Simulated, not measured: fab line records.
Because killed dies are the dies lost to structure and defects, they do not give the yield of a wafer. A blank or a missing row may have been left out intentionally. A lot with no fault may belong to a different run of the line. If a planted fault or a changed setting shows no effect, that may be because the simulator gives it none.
Which tool did it? -- flow gf180mcu -- 12 lots with 36 wafers sampled at 3 steps, on a route of 602 steps

== WHAT THE GAUGES SHOWED, per wafer ==
GF_MIM_THK_MEAS_06.
lot,measured,on,MIM_CVD_05_THK (nm)
L110,day 25 00:19,film metro-03,41.5 41.6 41.8
L113,day 26 02:49,film metro-04,41.9 41.7 42.4
L114,day 26 15:26,film metro-03,42.3 42.0 43.0
L115,day 27 10:50,film metro-04,41.9 41.7 42.4
L119,day 28 09:06,film metro-03,41.2 41.7 41.9
L120,day 28 12:26,film metro-04,41.7 42.6 42.4
L124,day 29 15:29,film metro-02,39.7 42.8 40.7
L125,day 29 21:30,film metro-04,41.2 42.2 39.9
L126,day 30 02:13,film metro-02,42.3 39.9 42.4
L128,day 30 15:13,film metro-02,42.4 42.6 42.7
L129,day 30 21:17,film metro-04,41.4 42.3 41.8
L131,day 31 10:44,film metro-03,41.6 41.3 41.3

GF_MIM_THK_MEAS_11: measures by xrf.
lot,measured,on,MIM_ALCU_THK (nm)
L110,day 25 00:36,film metro-04,203.1 202.8 206.4
L113,day 26 03:05,film metro-03,200.7 198.9 196.0
L114,day 26 15:43,film metro-04,203.2 202.4 200.8
L115,day 27 11:07,film metro-04,201.1 201.0 205.4
L119,day 28 09:23,film metro-04,202.0 203.7 201.1
L120,day 28 12:43,film metro-02,200.5 203.5 201.0
L124,day 29 15:46,film metro-03,197.6 198.2 199.7
L125,day 29 21:47,film metro-03,200.3 202.9 203.9
L126,day 30 02:30,film metro-03,205.9 202.5 202.4
L128,day 30 15:31,film metro-02,206.8 204.2 205.4
L129,day 30 21:34,film metro-02,204.5 207.3 207.8
L131,day 31 11:01,film metro-02,200.7 205.0 200.3

== WHAT TOOL EACH LOT RAN ON (gives the tool, then ch and the chambers of the sampled wafers, and finally the start) ==
lot,GF_MIM_CVD_05
L110,"pecvd-02 ch 0,1,2, day 25 00:17"
L113,"pecvd-04 ch 0,1,2, day 26 02:46"
L114,"pecvd-04 ch 0,1, day 26 15:24"
L115,"pecvd-04 ch 0,1,2, day 27 10:49"
L119,"pecvd-02 ch 0,1,2, day 28 09:04"
L120,"pecvd-04 ch 0,1,2, day 28 12:24"
L124,"pecvd-04 ch 0,2, day 29 15:26"
L125,"pecvd-04 ch 0,2, day 29 21:28"
L126,"pecvd-04 ch 1,2, day 30 02:11"
L128,"pecvd-02 ch 0,1,2, day 30 15:11"
L129,"pecvd-02 ch 0,1,2, day 30 21:14"
L131,"pecvd-01 ch 0,1,2, day 31 10:41"
- GF_MIM_CVD_05: deposits Si3N4, target thk 42 nm, time 29.086 s.

== AS READ BY THE TOOLS THEMSELVES (means over the sampled wafers that have a number; for cases with no such wafer, the mark the record gives instead) ==
GF_MIM_CVD_05.
lot,tool,heater power w (W)
L110,pecvd-02,607
L113,pecvd-04,664
L114,pecvd-04,610
L115,pecvd-04,683
L119,pecvd-02,629
L120,pecvd-04,674
L124,pecvd-04,599
L125,pecvd-04,647
L126,pecvd-04,671
L128,pecvd-02,630
L129,pecvd-02,613
L131,pecvd-01,656

== THE ANSWER, worked out from the rows above alone ==
Rule: the usual values come from the lots themselves. The widest of any qualifying gaps counts: lots, ordered by their means at a reading, are off when they make up no more than a third of the lots, leave a main group of 4 or more, and stand apart from it by 3 or more times the standard deviation of that group's means. A main group is skipped when, at the precision printed for the reading in the tables above, its means are all equal. A lot without any number at a reading at which 4 lots or more have one is off too. Where the step has rows for the other lots, those lots are counted as sound. The gauges are gone through in route order, then the tools' own readings, and for those a lot's mean is taken as printed above. The first step at which some lot is off is used, and at that step the reading that is off furthest; a lot without a number counts as furthest.
No lot is off on any of the readings shown, so nothing can be concluded from this.

== WHAT THE SIMULATOR HAD PUT IN ==
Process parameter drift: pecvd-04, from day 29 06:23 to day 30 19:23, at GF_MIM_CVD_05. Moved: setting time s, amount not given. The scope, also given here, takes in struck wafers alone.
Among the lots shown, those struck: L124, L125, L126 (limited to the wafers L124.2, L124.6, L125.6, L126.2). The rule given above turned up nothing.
